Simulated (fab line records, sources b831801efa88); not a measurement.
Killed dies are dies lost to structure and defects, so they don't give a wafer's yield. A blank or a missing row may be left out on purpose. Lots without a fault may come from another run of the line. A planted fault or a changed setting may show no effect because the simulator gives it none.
fab line records | flow gf180mcu
record lots=6 wafers=18 last_day=34
route steps=602 shown M1@334 V1@335
lots that met no fault: from a run of the same line without faults
start_h: hours from the record's first day to the start of the lot's first wafer shown | wait_h: hours since the lot's step before | " the same as in the row above | L1.1+2: a row that stands for several wafers | - no value, or no start given | * or withheld: withheld | < > ~ a bound
route shown NAME@n: a module of which the file shows steps, and the number in the route of the first | usual: mean/standard deviation of fault-free wafers | same: alike in all rows | chamber/n: place in a boat | sites: the reading at each site | _std_site: their standard deviation | _edge_site: outer sites' mean less inner sites' | radius_mm: how far each site lies from the wafer's centre | mask NAME#n: copy n | behind: the tool/chamber that last shaped the wafer | hold: why the lot was held/for how many hours/how that ended | device: the transistor (n, p or np) that didn't switch | end of line: the same wafers' tests at the end of the route | a step without rows: its recipe alone | killed: dies lost to structure and defects at the first sort, not the wafer's yield | map: a wafer's dies, x killed, . not, _ none there
set.NAME: the setting as run; set.NAME@STEP: as run at that earlier step | model.NAME: the simulator's own value behind a step, which no gauge read
lots at some steps of the route; a table a step, a row a wafer
services: from which hour (start_h, from the record's first day; less than 0 if before it) a tool's chamber was out of use, for how many hours, and why
## steps
# step GF_M1_CLEAN_19
# recipe chemistry=DIW dry=n2_spin
# step GF_V1_CVD_00
# recipe material=SiO2 target_thk_nm=600 sigma_open_frac=0.3 temp_c=400 time_s=100 sih4_flow_sccm=60 pressure_mtorr=6
# step GF_V1_THK_MEAS_01
# recipe reads=SiO2_of_V1_CVD_00
# usual V1_CVD_00_THK=600/7
# columns lot.wafer tool chamber start_h wait_h V1_CVD_00_THK[nm]
L890.2 film_metro-01 - 474.55 0.0 614
L890.3 " - " " 600
L890.6 " - " " 608
L891.2 film_metro-01 - 498.03 0.0 605
L891.5 " - " " 608
L891.6 " - " " 600
L892.1 film_metro-01 - 500.39 0.0 599
L892.3 " - " " 606
L892.4 " - " " 594
L894.2 film_metro-02 - 516.21 0.0 607
L894.5 " - " " 591
L894.6 " - " " 601
L899.1 film_metro-03 - 557.11 0.0 604
L899.2 " - " " 601
L899.4 " - " " 605
L902.1 film_metro-03 - 572.27 0.0 594
L902.2 " - " " 598
L902.3 " - " " 600
# step GF_V1_CVD_02
# recipe material=SiO2 target_thk_nm=850 precursor=TEOS temp_c=400 time_s=94.851 rf_w=600
# usual heater_power_w=659/130
# columns lot.wafer tool chamber start_h wait_h heater_power_w
L890.2 pecvd-04 0 474.60 0.0 683
L890.3 " 1 " " 631
L890.6 " 2 " " 580
L891.2 pecvd-04 2 498.08 0.0 524
L891.5 " 1 " " 617
L891.6 " 0 " " 594
L892.1 pecvd-03 1 500.45 0.1 531
L892.3 " 0 " " 648
L892.4 " 2 " " 599
L894.2 pecvd-02 0 516.26 0.0 870
L894.5 " 0 " " 906
L894.6 " 2 " " 580
L899.1 pecvd-02 0 557.17 0.1 903
L899.2 " 1 " " 476
L899.4 " 0 " " 958
L902.1 pecvd-02 2 572.33 0.1 712
L902.2 " 0 " " 932
L902.3 " 1 " " 505
# step GF_V1_THK_MEAS_03
# recipe reads=SiO2_of_V1_CVD_02
# usual V1_CVD_02_THK=853/12
# columns lot.wafer tool chamber start_h wait_h V1_CVD_02_THK[nm]
L890.2 film_metro-02 - 474.68 0.0 845
L890.3 " - " " 831
L890.6 " - " " 850
L891.2 film_metro-02 - 498.16 0.0 833
L891.5 " - " " 844
L891.6 " - " " 850
L892.1 film_metro-03 - 500.51 0.0 846
L892.3 " - " " 851
L892.4 " - " " 864
L894.2 film_metro-01 - 516.34 0.0 851
L894.5 " - " " 875
L894.6 " - " " 845
L899.1 film_metro-03 - 557.24 0.0 857
L899.2 " - " " 833
L899.4 " - " " 866
L902.1 film_metro-01 - 572.40 0.0 848
L902.2 " - " " 854
L902.3 " - " " 854
# step GF_V1_CMP_04
# recipe material=SiO2 down_force_psi=4 platen_rpm=60 pad_velocity_m_s=0.94248
# usual edge_zone_pressure_frac=1.000/0.0055 motor_current_A=11.4/0.96 time_to_endpoint_s=81/5.5
# columns lot.wafer tool chamber start_h wait_h edge_zone_pressure_frac motor_current_A time_to_endpoint_s
L890.2 cmp-01 1 474.78 0.1 0.994 11.8 71
L890.3 " 3 " " 1.007 11.9 67
L890.6 " 0 " " 0.994 10.2 73
L891.2 cmp-01 0 498.26 0.1 1.002 9.6 73
L891.6 " 3 " " 0.990 11.6 79
L891.5 " 0 " " 1.003 9.6 74
L892.3 cmp-01 1 500.57 0.0 0.997 12.4 80
L892.1 " 2 " " 1.009 10.4 81
L892.4 " 0 " " 1.012 9.6 86
L894.2 cmp-01 0 516.54 0.2 1.000 9.7 79
L894.6 " 1 " " 0.994 11.8 81
L894.5 " 2 " " 1.001 10.9 88
L899.1 cmp-02 0 557.35 0.1 0.999 11.3 88
L899.2 " 1 " " 1.000 13.4 78
L899.4 " 2 " " 0.995 11.4 88
L902.2 cmp-01 2 572.46 0.0 1.002 10.1 81
L902.1 " 3 " " 0.996 12.6 78
L902.3 " 1 " " 0.993 11.0 77
# step GF_V1_BOW_MEAS_05
# recipe mode=bow
# usual V1_BOW=80/7.6
# columns lot.wafer tool chamber start_h wait_h V1_BOW[um]
L890.2 film_metro-02 - 475.05 0.2 88
L890.3 " - " " 90
L890.6 " - " " 96
L891.2 film_metro-03 - 498.53 0.2 87
L891.5 " - " " 85
L891.6 " - " " 71
L892.1 film_metro-01 - 500.87 0.2 85
L892.3 " - " " 95
L892.4 " - " " 84
L894.2 film_metro-03 - 516.71 0.1 76
L894.5 " - " " 80
L894.6 " - " " 76
L899.1 film_metro-03 - 557.60 0.2 75
L899.2 " - " " 69
L899.4 " - " " 68
L902.1 film_metro-01 - 572.76 0.2 79
L902.2 " - " " 92
L902.3 " - " " 69
# step GF_V1_DEHYDRATE_06
# recipe temp_c=200 time_s=60
# step GF_V1_HMDS_07
# recipe prime_time_s=60 prime_temp_c=120
# step GF_V1_COAT_08
# recipe resist=BARC temp_c=withheld time_s=withheld spin_rpm=withheld resist_thk_nm=withheld
# step GF_V1_COAT_09
# recipe resist=KrF spin_rpm=withheld resist_thk_nm=1000
# step GF_V1_SOFTBAKE_10
# recipe temp_c=130 time_s=60 resist=KrF
# step GF_V1_EXPOSE_11
# recipe mask_id=Via1 target_cd_nm=260 na=0.68 source_shape=conventional sigma_outer=0.6 dose_mj=38.43
# usual exposure_dose_mJ_cm2=37.97/0.038 focus_offset_nm=0.0/0.55 reticle_temp_C=23.01/0.12
# columns lot.wafer tool chamber start_h wait_h mask exposure_dose_mJ_cm2 focus_offset_nm reticle_temp_C
L890.2 krf_scanner-02 0 487.33 - Via1#0 38.02 0.5 23.03
L890.3 " 0 " " Via1#0 38.00 0.2 22.97
L890.6 " 0 " " Via1#0 38.00 0.5 23.08
L891.2 krf_scanner-02 - 510.49 - Via1#0 - - -
L891.5 " - " " Via1#0 - - -
L891.6 " - " " Via1#0 - - -
L892.1 krf_scanner-02 - 512.94 - Via1#0 - - -
L892.3 " - " " Via1#0 - - -
L892.4 " - " " Via1#0 - - -
L894.2 krf_scanner-02 0 528.54 - Via1#0 37.93 -0.3 22.91
L894.5 " 0 " " Via1#0 37.95 -1.1 23.01
L894.6 " 0 " " Via1#0 37.94 -0.3 22.79
L899.1 krf_scanner-02 0 569.55 - Via1#0 37.94 -0.4 23.00
L899.2 " 0 " " Via1#0 37.98 0.2 23.10
L899.4 " 0 " " Via1#0 37.96 0.1 22.98
L902.1 krf_scanner-02 0 583.85 - Via1#0 37.91 -0.5 23.06
L902.2 " 0 " " Via1#0 37.87 -0.5 23.04
L902.3 " 0 " " Via1#0 38.02 -0.4 23.11
# step GF_V1_PEB_12
# recipe peb_temp_c=135 peb_time_s=90 resist=KrF
## services
# columns tool chamber start_h hours kind
cmp-01 - 465.75 3.0 repair
krf_scanner-02 - 480.61 4.4 pm
krf_scanner-02 - 488.32 1.0 pm
cmp-02 - 489.26 0.7 repair
krf_scanner-02 0 493.81 - calibration
cmp-01 - 500.96 4.2 pm
cmp-01 - 505.15 8.2 pm
cmp-01 - 517.94 0.9 repair
pecvd-04 1 522.57 2.0 repair
pecvd-02 1 527.96 4.7 repair
cmp-02 - 540.49 2.1 repair
krf_scanner-02 - 545.71 1.3 pm
pecvd-04 - 547.12 1.7 repair
pecvd-03 - 556.82 1.4 repair
cmp-02 - 561.63 1.5 repair
krf_scanner-02 - 564.66 0.8 pm
pecvd-03 - 566.12 28.1 pm
cmp-01 - 577.27 4.0 pm
cmp-01 - 581.27 - consumable_replace:conditioner
cmp-01 - 581.27 - consumable_replace:pad
## key
first_sign step=GF_V1_EXPOSE_11 reading=tool_record direction=missing
effect none on later readings
met_at GF_V1_EXPOSE_11
struck_wafers L891.2,L891.5,L891.6,L892.1,L892.3,L892.4
later_rows_left_out L891.2,L891.5,L891.6,L892.1,L892.3,L892.4
sort_left_out L891.2,L891.5,L891.6,L892.1,L892.3,L892.4
onset_between 487.33 510.49
fault kind=skipped_step_whole tool=krf_scanner-02 chamber=- onset_h=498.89 steps=GF_V1_EXPOSE_11 scope=struck_lots_only
# sort_left_out: the simulated sort isn't trusted on such a fault, so these wafers' sort isn't shown, and their yield isn't known
# later_rows_left_out: the simulator's readings of these wafers behind a module that went badly wrong aren't trusted and aren't shown, but for the sort
